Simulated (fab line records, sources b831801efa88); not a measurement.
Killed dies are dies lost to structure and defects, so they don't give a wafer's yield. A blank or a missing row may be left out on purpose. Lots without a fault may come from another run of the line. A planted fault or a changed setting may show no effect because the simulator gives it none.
fab line records | flow sky130
record lots=6 wafers=18 last_day=50
route steps=708 shown VIA4@652 METAL5@661 PAD_OPEN@708
lots that met no fault: from a run of the same line without faults
start_h: hours from the record's first day to the start of the lot's first wafer shown | wait_h: hours since the lot's step before | " the same as in the row above | L1.1+2: a row that stands for several wafers | - no value, or no start given | * or withheld: withheld | < > ~ a bound
route shown NAME@n: a module of which the file shows steps, and the number in the route of the first | usual: mean/standard deviation of fault-free wafers | same: alike in all rows | chamber/n: place in a boat | sites: the reading at each site | _std_site: their standard deviation | _edge_site: outer sites' mean less inner sites' | radius_mm: how far each site lies from the wafer's centre | mask NAME#n: copy n | behind: the tool/chamber that last shaped the wafer | hold: why the lot was held/for how many hours/how that ended | device: the transistor (n, p or np) that didn't switch | end of line: the same wafers' tests at the end of the route | a step without rows: its recipe alone | killed: dies lost to structure and defects at the first sort, not the wafer's yield | map: a wafer's dies, x killed, . not, _ none there
set.NAME: the setting as run; set.NAME@STEP: as run at that earlier step | model.NAME: the simulator's own value behind a step, which no gauge read
lots at some steps of the route; a table a step, a row a wafer
services: from which hour (start_h, from the record's first day; less than 0 if before it) a tool's chamber was out of use, for how many hours, and why
## steps
# step SKY_VIA4_STRIP_13
# recipe chemistry=O2/N2 power_w=1400 pressure_mtorr=1500 platen_temp_c=withheld o2_flow_sccm=3000 n2_flow_sccm=300 overash_fraction=0.5
# usual chamber_pressure_mTorr=1499.9/1.4 drypump_motor_current_A=5.7/0.49 oes_product_au=0.709/0.0047 strip_time_to_endpoint_s=12.809/0.03
# same overash_fraction=0.5
# columns lot.wafer tool chamber start_h wait_h chamber_pressure_mTorr drypump_motor_current_A oes_product_au rf_hours_counter_h strip_time_to_endpoint_s
L796.1 plasma_asher-04 0 1043.03 - 1499.6 5.3 0.709 30 12.824
L796.2 " 1 " " 1499.8 6.4 0.694 30 12.780
L796.6 " 1 " " 1497.3 6.4 0.706 - 12.811
L797.1 plasma_asher-04 0 1049.56 - 1501.1 5.3 0.709 31 12.809
L797.5 " 1 " " 1500.8 6.4 0.709 - 12.802
L797.6 " 0 " " 1499.5 5.3 0.706 - 12.771
L799.4 plasma_asher-04 0 1063.99 - 1498.2 5.3 0.700 - 12.797
L799.5 " 1 " " 1502.4 6.4 0.705 - 12.812
L799.6 " 0 " " 1498.6 5.3 0.710 - 12.807
L800.1 plasma_asher-04 0 1069.41 - 1500.4 5.3 0.718 34 12.781
L800.2 " 1 " " 1501.0 6.4 0.709 34 12.815
L800.6 " 1 " " 1499.1 6.4 0.706 - 12.829
L805.2 plasma_asher-04 1 1105.76 - 1499.3 6.4 0.717 37 12.785
L805.5 " 0 " " 1499.9 5.3 0.709 - 12.777
L805.6 " 1 " " 1502.5 6.4 0.714 - 12.769
L812.1 plasma_asher-01 1 1134.80 - 1502.0 6.1 0.706 68 12.858
L812.3 " 0 " " 1500.1 5.4 0.702 - 12.764
L812.6 " 1 " " 1498.8 6.1 0.709 - 12.884
# step SKY_VIA4_STRIP_14
# recipe chemistry=post_etch_residue_remover time_s=1200 temp_c=72.5
# step SKY_VIA4_CLEAN_15
# recipe chemistry=IPA time_s=180 temp_c=25
# step SKY_VIA4_CLEAN_16
# recipe chemistry=O3/DIW dry=n2_spin
# step SKY_VIA4_SPUTTER_17
# recipe material=TiN target_thk_nm=20 chamber_pressure_pa=5 power_w=4000 time_s=80
# usual chamber_pressure_pa=5.001/0.011 throttle_valve_pct=30.0/0.55
# columns lot.wafer tool chamber start_h wait_h chamber_pressure_pa throttle_valve_pct
L796.1 pvd_sputter-02 - 1043.62 0.0 5.008 30.0
L796.2 " - " " 4.999 30.0
L796.6 " - " " 5.009 30.1
L797.1 pvd_sputter-02 - 1050.15 0.0 4.989 29.7
L797.5 " - " " 4.994 30.4
L797.6 " - " " 4.988 29.8
L799.4 pvd_sputter-03 - 1064.56 0.0 4.980 29.2
L799.5 " - " " 4.997 29.2
L799.6 " - " " 4.985 30.4
L800.1 pvd_sputter-04 - 1070.00 0.0 4.999 30.1
L800.2 " - " " 4.998 29.8
L800.6 " - " " 4.989 29.8
L805.2 pvd_sputter-02 - 1106.40 0.0 5.003 30.0
L805.5 " - " " 5.006 29.9
L805.6 " - " " 5.009 30.3
L812.1 pvd_sputter-04 - 1135.40 0.0 4.985 31.1
L812.3 " - " " 4.998 29.9
L812.6 " - " " 4.986 29.8
# step SKY_VIA4_CVD_18
# recipe material=W target_thk_nm=505 time_s=152.14 temp_c=400 pressure_torr=40
# step SKY_VIA4_RS_MEAS_19
# recipe thk_meas_gauge=four-point-probe reads=W_of_VIA4_CVD_18+TiN_of_VIA4_SPUTTER_17
# usual VIA4_W_RS=0.2274/0.0025
# columns lot.wafer tool chamber start_h wait_h VIA4_W_RS[ohm/sq]
L796.1 film_metro-04 - 1043.84 0.1 0.2290
L796.2 " - " " 0.2299
L796.6 " - " " 0.2302
L797.1 film_metro-02 - 1050.36 0.1 0.2249
L797.5 " - " " 0.2219
L797.6 " - " " 0.2284
L799.4 film_metro-03 - 1064.83 0.1 0.2287
L799.5 " - " " 0.2262
L799.6 " - " " 0.2306
L800.1 film_metro-03 - 1070.21 0.1 0.2311
L800.2 " - " " 0.2266
L800.6 " - " " 0.2315
L805.2 film_metro-04 - 1106.63 0.1 0.2231
L805.5 " - " " 0.2237
L805.6 " - " " 0.2251
L812.1 film_metro-03 - 1135.61 0.1 0.2266
L812.3 " - " " 0.2283
L812.6 " - " " 0.2261
# step SKY_VIA4_THK_MEAS_20
# recipe thk_meas_gauge=xrf reads=W_of_VIA4_CVD_18
# usual VIA4_W_THK=500/6.6
# columns lot.wafer tool chamber start_h wait_h VIA4_W_THK[nm]
L796.1 film_metro-04 - 1043.96 0.1 498
L796.2 " - " " 498
L796.6 " - " " 496
L797.1 film_metro-02 - 1050.48 0.1 498
L797.5 " - " " 505
L797.6 " - " " 490
L799.4 film_metro-03 - 1064.92 0.1 502
L799.5 " - " " 504
L799.6 " - " " 498
L800.1 film_metro-03 - 1070.33 0.1 496
L800.2 " - " " 506
L800.6 " - " " 496
L805.2 film_metro-04 - 1106.74 0.1 518
L805.5 " - " " 513
L805.6 " - " " 511
L812.1 film_metro-03 - 1135.73 0.1 502
L812.3 " - " " 501
L812.6 " - " " 504
# step SKY_VIA4_CMP_21
# recipe stop_on=SiO2 t_overpolish_s=25 down_force_psi=3.5 platen_rpm=60 target_thk_nm=0 pad_velocity_m_s=0.94248
# usual motor_current_A=10.4/1.3 overpolish_run_s=24.999/0.0085 platen_rpm=60.00/0.045 time_to_endpoint_s=123/5.3
# columns lot.wafer tool chamber start_h wait_h motor_current_A overpolish_run_s platen_rpm time_to_endpoint_s
L796.2 cmp-02 1 1044.25 0.3 10.1 24.999 60.01 128
L796.1 " 2 " " 12.3 24.993 60.00 121
L796.6 " 3 " " 11.5 25.003 59.95 128
L797.1 cmp-02 1 1050.69 0.2 10.6 24.989 60.00 128
L797.5 " 2 " " 12.5 25.013 60.02 124
L797.6 " 3 " " 12.2 25.010 60.03 124
L799.4 cmp-01 1 1064.95 0.0 8.7 24.987 60.03 119
L799.5 " 1 " " 8.9 25.010 60.03 119
L799.6 " 2 " " 9.3 25.003 59.97 125
L800.2 cmp-01 0 1070.39 0.0 11.5 24.983 60.05 120
L800.1 " 2 " " 9.5 24.983 59.95 120
L800.6 " 0 " " 11.3 25.002 60.06 120
L805.2 cmp-02 3 1106.89 0.1 11.2 25.011 59.96 127
L805.5 " 1 " " 11.2 25.013 60.05 133
L805.6 " 2 " " 12.3 24.983 59.97 123
L812.3 cmp-01 3 1135.84 0.1 10.2 24.988 60.07 118
L812.1 " 1 " " 8.9 24.996 60.03 121
L812.6 " 3 " " 10.7 25.014 60.07 117
# step SKY_METAL5_SPUTTER_00
# recipe material=Ti target_thk_nm=15 power_w=3000 time_s=10 chamber_pressure_pa=0.4
# usual chamber_pressure_pa=0.4001/0.00078 throttle_valve_pct=30.0/0.88
# columns lot.wafer tool chamber start_h wait_h chamber_pressure_pa throttle_valve_pct
L796.1 pvd_sputter-01 - 1044.45 0.1 0.3995 31.5
L796.2 " - " " 0.4002 29.0
L796.6 " - " " 0.4006 30.9
L797.1 pvd_sputter-04 - 1050.84 0.1 0.4000 30.1
L797.5 " - " " 0.3997 30.1
L797.6 " - " " 0.4006 28.6
L799.4 pvd_sputter-04 - 1065.26 0.3 0.3990 29.6
L799.5 " - " " 0.3988 30.9
L799.6 " - " " 0.3998 30.1
L800.1 pvd_sputter-02 - 1070.69 0.1 0.3996 29.9
L800.2 " - " " 0.3999 30.6
L800.6 " - " " 0.4000 29.8
L805.2 pvd_sputter-04 - 1107.09 0.1 0.3991 29.0
L805.5 " - " " 0.4012 28.6
L805.6 " - " " 0.4006 29.5
L812.1 pvd_sputter-01 - 1136.09 0.1 0.3997 31.1
L812.3 " - " " 0.3992 31.6
L812.6 " - " " 0.3995 31.1
# step SKY_METAL5_SPUTTER_01
# recipe material=TiN target_thk_nm=20 power_w=6500 time_s=16.7 chamber_pressure_pa=0.4
# step SKY_METAL5_SPUTTER_02
# recipe material=AlCu target_thk_nm=1150 power_w=10600 time_s=61.2 chamber_pressure_pa=0.4
# step SKY_METAL5_SPUTTER_03
# recipe material=Ti target_thk_nm=5 power_w=3000 time_s=3.3 chamber_pressure_pa=0.4
# usual chamber_pressure_pa=0.4000/0.00084 throttle_valve_pct=30.0/0.9
# columns lot.wafer tool chamber start_h wait_h chamber_pressure_pa throttle_valve_pct
L796.1 pvd_sputter-01 - 1044.55 0.0 0.4001 31.5
L796.2 " - " " 0.3989 29.0
L796.6 " - " " 0.4006 30.9
L797.1 pvd_sputter-04 - 1050.94 0.0 0.4003 30.2
L797.5 " - " " 0.4007 30.2
L797.6 " - " " 0.3997 28.7
L799.4 pvd_sputter-04 - 1065.36 0.0 0.4647 27.6
L799.5 " - " " 0.4657 28.5
L799.6 " - " " 0.4662 27.8
L800.1 pvd_sputter-02 - 1070.79 0.0 0.4001 29.8
L800.2 " - " " 0.4009 30.6
L800.6 " - " " 0.3998 30.0
L805.2 pvd_sputter-04 - 1107.19 0.0 0.4650 26.8
L805.5 " - " " 0.4654 26.6
L805.6 " - " " 0.4649 27.8
L812.1 pvd_sputter-01 - 1136.19 0.0 0.3999 31.2
L812.3 " - " " 0.4001 31.8
L812.6 " - " " 0.3997 31.2
# step SKY_METAL5_SPUTTER_04
# recipe material=TiN target_thk_nm=70 power_w=6500 time_s=58.3 chamber_pressure_pa=0.4
# usual chamber_pressure_pa=0.4000/0.00077 throttle_valve_pct=30.0/0.89
# columns lot.wafer tool chamber start_h wait_h chamber_pressure_pa throttle_valve_pct
L796.1 pvd_sputter-01 - 1044.57 0.0 0.3984 31.5
L796.2 " - " " 0.4004 28.8
L796.6 " - " " 0.3993 31.1
L797.1 pvd_sputter-04 - 1050.96 0.0 0.4010 30.1
L797.5 " - " " 0.4006 29.9
L797.6 " - " " 0.4001 28.4
L799.4 pvd_sputter-04 - 1065.39 0.0 0.4009 29.5
L799.5 " - " " 0.3994 30.9
L799.6 " - " " 0.3996 30.0
L800.1 pvd_sputter-02 - 1070.81 0.0 0.4000 29.9
L800.2 " - " " 0.4000 30.6
L800.6 " - " " 0.4008 29.6
L805.2 pvd_sputter-04 - 1107.21 0.0 0.3992 28.5
L805.5 " - " " 0.3986 28.7
L805.6 " - " " 0.4001 29.9
L812.1 pvd_sputter-01 - 1136.21 0.0 0.4006 31.2
L812.3 " - " " 0.4014 31.6
L812.6 " - " " 0.3995 31.3
# step SKY_PAD_OPEN_PROBE_99
# usual defect_limited_yield=82.4/1.9 killed_at_M0_to_M3=43/7.1 killed_at_M4_up=3.2/1.7 killed_at_contacts=24/5.6 killed_at_front_end=16/5 killed_at_other=0.4/0.68 killed_dies=86/9.3 killed_open=47/7.1 killed_short=39/5.7 sort_bin_3_pad_short=0.9/0.38 sort_bin_5_function=10.4/1.5 sort_bin_6_memory=6.3/1.3 sort_n_pass=406/9.3 sort_yield_pct=82.4/1.9
# same gross_dies=492 killed_at_back_side=0 sort_bin_4_leakage[%]=0 sort_bin_8_speed[%]=0
# columns lot.wafer tool chamber start_h wait_h defect_limited_yield[%] killed_at_M0_to_M3 killed_at_M4_up killed_at_contacts killed_at_front_end killed_at_other killed_dies killed_open killed_short sort_bin_3_pad_short[%] sort_bin_5_function[%] sort_bin_6_memory[%] sort_n_pass sort_yield_pct[%]
L796.1 prober-02 - 1111.09 0.1 83.3 37 3 19 23 0 82 42 40 0.6 11.0 5.1 410 83.3
L796.2 prober-02 - 1111.14 0.1 86.2 31 1 18 18 0 68 33 35 0.4 7.9 5.5 424 86.2
L796.6 prober-02 - 1111.34 0.2 83.5 32 1 28 20 0 81 42 39 0.6 11.0 4.9 411 83.5
L797.1 prober-01 - 1116.85 0.1 82.3 48 5 22 12 0 87 46 41 1.6 10.6 5.5 405 82.3
L797.5 prober-01 - 1117.05 0.2 78.3 56 3 25 23 0 107 57 50 1.0 12.8 7.9 385 78.3
L797.6 prober-01 - 1117.10 0.2 83.7 44 1 20 15 0 80 47 33 1.0 10.2 5.1 412 83.7
L799.4 prober-01 - 1129.43 0.2 81.1 57 2 21 12 1 93 53 40 0.6 11.2 7.1 399 81.1
L799.5 prober-01 - 1129.48 0.2 79.9 56 1 27 15 0 99 57 42 1.2 11.8 7.1 393 79.9
L799.6 prober-01 - 1129.53 0.2 81.5 43 4 30 13 1 91 52 39 0.6 12.2 5.7 401 81.5
L800.1 prober-02 - 1135.20 0.1 86.0 40 2 13 13 1 69 41 27 1.2 7.7 5.1 423 86.0
L800.2 prober-02 - 1135.25 0.1 84.8 46 4 12 13 0 75 44 31 0.6 10.0 4.7 417 84.8
L800.6 prober-02 - 1135.45 0.2 81.7 51 2 24 12 1 90 52 38 1.0 12.6 4.7 402 81.7
L805.2 prober-01 - 1167.43 0.1 78.9 69 3 20 12 0 104 54 50 1.4 11.8 7.9 388 78.9
L805.5 prober-01 - 1167.58 0.2 83.5 39 4 24 14 0 81 42 38 0.8 11.8 3.9 411 83.5
L805.6 prober-01 - 1167.63 0.2 82.1 42 4 24 15 3 88 39 46 0.2 13.0 4.7 404 82.1
L812.1 prober-01 - 1191.95 0.1 79.3 50 3 27 22 0 102 55 47 1.0 13.4 6.3 390 79.3
L812.3 prober-01 - 1192.05 0.2 82.9 40 4 18 22 0 84 47 37 0.4 9.3 7.3 408 82.9
L812.6 prober-01 - 1192.20 0.2 81.9 36 2 30 21 0 89 49 40 0.8 11.4 5.9 403 81.9
# killed by level:class
L796.1 VIA1:geometric_particle:open=8 FIELD_ISO:geometric_particle:open=7 LI_CONTACT:geometric_particle:open=7 METAL1:geometric_particle:short=6 CONTACT:geometric_particle:open=5 FIELD_ISO:geometric_particle:short=4 CONTACT:geometric_particle:short=4 VIA3:geometric_particle:short=4
L796.2 FIELD_ISO:geometric_particle:short=6 METAL1:geometric_particle:short=6 VIA1:geometric_particle:open=6 VIA3:geometric_particle:open=6 CONTACT:geometric_particle:open=5 LI_CONTACT:geometric_particle:short=4 VIA2:geometric_particle:open=4 FIELD_ISO:geometric_particle:open=3
L796.6 CONTACT:geometric_particle:open=13 METAL2:geometric_particle:short=9 FIELD_ISO:geometric_particle:short=8 VIA1:geometric_particle:short=8 LI_CONTACT:geometric_particle:open=7 VIA1:geometric_particle:open=5 FIELD_ISO:geometric_particle:open=4 LOCAL_INTERCONNECT:geometric_particle:short=4
L797.1 LI_CONTACT:geometric_particle:open=11 METAL2:geometric_particle:short=8 METAL1:geometric_particle:short=8 VIA1:geometric_particle:short=8 VIA1:geometric_particle:open=8 CONTACT:geometric_particle:open=7 VIA2:geometric_particle:open=5 FIELD_ISO:geometric_particle:short=4
L797.5 VIA1:geometric_particle:open=13 METAL1:geometric_particle:short=11 FIELD_ISO:geometric_particle:open=10 VIA1:geometric_particle:short=10 LI_CONTACT:geometric_particle:open=9 CONTACT:geometric_particle:open=6 VIA3:geometric_particle:open=5 VIA2:geometric_particle:open=5
L797.6 VIA1:geometric_particle:open=10 CONTACT:geometric_particle:open=8 VIA3:geometric_particle:open=7 LI_CONTACT:geometric_particle:open=6 VIA1:geometric_particle:short=6 FIELD_ISO:geometric_particle:open=5 FIELD_ISO:geometric_particle:short=5 VIA2:geometric_particle:open=5
L799.4 VIA1:geometric_particle:open=14 VIA2:geometric_particle:open=12 CONTACT:geometric_particle:open=7 VIA3:geometric_particle:open=7 LI_CONTACT:geometric_particle:open=6 VIA1:geometric_particle:short=6 VIA2:geometric_particle:short=5 FIELD_ISO:geometric_particle:short=4
L799.5 VIA2:geometric_particle:open=11 VIA1:geometric_particle:open=10 VIA3:geometric_particle:open=10 LI_CONTACT:geometric_particle:open=9 CONTACT:geometric_particle:open=9 METAL1:geometric_particle:short=6 METAL2:geometric_particle:short=6 FIELD_ISO:geometric_particle:short=5
L799.6 LI_CONTACT:geometric_particle:open=11 VIA3:geometric_particle:open=8 CONTACT:geometric_particle:open=7 VIA1:geometric_particle:open=6 VIA2:geometric_particle:open=6 CONTACT:geometric_particle:short=5 VIA1:geometric_particle:short=5 METAL2:geometric_particle:open=5
L800.1 VIA2:geometric_particle:open=11 VIA1:geometric_particle:open=7 CONTACT:geometric_particle:open=6 METAL1:geometric_particle:short=5 VIA3:geometric_particle:open=5 CONTACT:geometric_particle:short=4 FIELD_ISO:geometric_particle:short=3 POLY_GATE:geometric_particle:short=3
L800.2 VIA1:geometric_particle:open=12 VIA2:geometric_particle:open=8 LI_CONTACT:geometric_particle:open=5 VIA3:geometric_particle:open=5 VIA3:geometric_particle:short=4 METAL4:geometric_particle:short=4 FIELD_ISO:geometric_particle:short=3 FIELD_ISO:geometric_particle:open=3
L800.6 VIA1:geometric_particle:open=13 LI_CONTACT:geometric_particle:open=11 VIA2:geometric_particle:open=9 METAL1:geometric_particle:short=7 METAL2:geometric_particle:short=7 CONTACT:geometric_particle:open=5 FIELD_ISO:geometric_particle:open=4 POLY_GATE:geometric_particle:short=3
L805.2 VIA1:geometric_particle:open=17 METAL1:geometric_particle:short=9 VIA2:geometric_particle:open=8 VIA2:geometric_particle:short=7 VIA1:geometric_particle:short=7 LI_CONTACT:geometric_particle:open=6 CONTACT:geometric_particle:short=5 METAL2:geometric_particle:short=5
L805.5 VIA1:geometric_particle:open=9 CONTACT:geometric_particle:open=9 VIA1:geometric_particle:short=8 METAL1:geometric_particle:short=7 CONTACT:geometric_particle:short=6 FIELD_ISO:geometric_particle:open=5 FIELD_ISO:geometric_particle:short=5 LI_CONTACT:geometric_particle:open=5
L805.6 VIA1:geometric_particle:open=9 CONTACT:geometric_particle:open=8 POLY_GATE:geometric_particle:short=6 METAL1:geometric_particle:short=6 VIA1:geometric_particle:short=5 METAL3:geometric_particle:short=5 CONTACT:geometric_particle:short=4 LI_CONTACT:geometric_particle:open=4
L812.1 VIA1:geometric_particle:open=11 CONTACT:geometric_particle:open=10 METAL1:geometric_particle:short=7 LI_CONTACT:geometric_particle:open=6 FIELD_ISO:geometric_particle:short=5 FIELD_ISO:geometric_particle:open=5 CONTACT:geometric_particle:short=5 METAL2:geometric_particle:short=5
L812.3 VIA1:geometric_particle:open=9 FIELD_ISO:geometric_particle:open=7 VIA2:geometric_particle:open=7 LI_CONTACT:geometric_particle:open=7 VIA1:geometric_particle:short=7 POLY_GATE:geometric_particle:short=5 POLY_GATE:geometric_particle:open=5 METAL1:geometric_particle:short=5
L812.6 LI_CONTACT:geometric_particle:open=12 CONTACT:geometric_particle:open=10 POLY_GATE:geometric_particle:short=8 FIELD_ISO:geometric_particle:open=7 VIA1:geometric_particle:open=7 VIA3:geometric_particle:open=6 LI_CONTACT:geometric_particle:short=5 METAL1:geometric_particle:short=5
## services
# columns tool chamber start_h hours kind
pvd_sputter-04 - 1030.74 2.0 repair
pvd_sputter-04 - 1030.76 1.6 repair
plasma_asher-01 - 1040.49 10.1 repair
pvd_sputter-03 - 1041.29 4.9 repair
cmp-01 - 1055.68 0.8 repair
pvd_sputter-01 - 1064.10 3.9 repair
cmp-02 - 1088.54 4.0 pm
cmp-02 - 1092.54 - consumable_replace:conditioner
cmp-02 - 1092.54 - consumable_replace:pad
plasma_asher-01 - 1101.83 3.0 repair
plasma_asher-01 - 1113.24 2.8 pm
## key
first_sign step=SKY_METAL5_SPUTTER_03 reading=chamber_pressure_pa direction=up sigmas=78 usual=0.4000 struck=0.4653
effect step=SKY_METAL5_SPUTTER_03 reading=throttle_valve_pct direction=down sigmas=2.8 usual=30.0 struck=27.5
met_at SKY_METAL5_SPUTTER_03
struck_wafers L799.4,L799.5,L799.6,L805.2,L805.5,L805.6
onset_between 1050.94 1065.36
fault kind=process_parameter_drift tool=pvd_sputter-04 chamber=- onset_h=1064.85 steps=SKY_METAL5_SPUTTER_03 channel=chamber_pressure_pa offset=0.064983 shape=step end_h=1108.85 acts_in=these_recipes_only stated=0.4
